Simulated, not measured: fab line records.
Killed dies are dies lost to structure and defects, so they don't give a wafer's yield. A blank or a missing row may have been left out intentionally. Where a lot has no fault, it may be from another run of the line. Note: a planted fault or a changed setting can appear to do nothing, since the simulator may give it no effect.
Matching of chambers -- flow sky130 -- cmp-01 running SKY_VIA1_CMP_24: 4 sister chambers
The step polishes, stops on SiO2, t overpolish 15 s, target thk 0 nm. 8 wafers are shown with their chamber, then 9 later ones without.

EACH WAFER AND ITS CHAMBER
wafer,chamber,motor-current-A (A),time-to-endpoint-s (s)
L084.1,3,10.2,64
L084.3,1,11.5,62
L084.4,0,10.0,59
L085.3,1,11.7,60
L085.4,3,10.2,61
L087.2,2,11.0,66
L087.3,0,10.2,58
L087.5,2,10.7,65

WAFERS MISSING THEIR CHAMBER
wafer,motor-current-A (A),time-to-endpoint-s (s)
L091.1,9.7,67
L091.4,10.3,60
L091.5,9.8,62
L092.1,10.2,65
L092.5,9.9,57
L092.6,11.7,55
L093.2,11.7,67
L093.3,11.7,57
L093.5,11.1,63

EACH ONE'S CHAMBER
wafer,from the rows above,in truth
L091.1,3,3
L091.4,can't be placed: 0 or 3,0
L091.5,can't be placed: 3 or 0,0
L092.1,3,3
L092.5,0,0
L092.6,1,1
L093.2,can't be placed: 1 or 2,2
L093.3,1,1
L093.5,can't be placed: 2 or 1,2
Correct placement for 5 of the 9. Not placeable from these rows: 4 (in 4, the candidates include the true chamber). Number placed wrongly: 0.
How it was worked out, from the rows above alone: a wafer's distance from a chamber is the root of the sum, over the readings, of the square of ((its reading less the chamber's mean) divided by the reading's scatter). If the next closest chamber is less than 2 further off than the closest, the wafer can't be placed; otherwise it belongs to the closest. For every chamber, the mean is computed from those of its wafers that are shown. The scatter: the root of (the sum of the squares of (reading less its chamber's mean) over the shown wafers, divided by (wafers less chambers)).
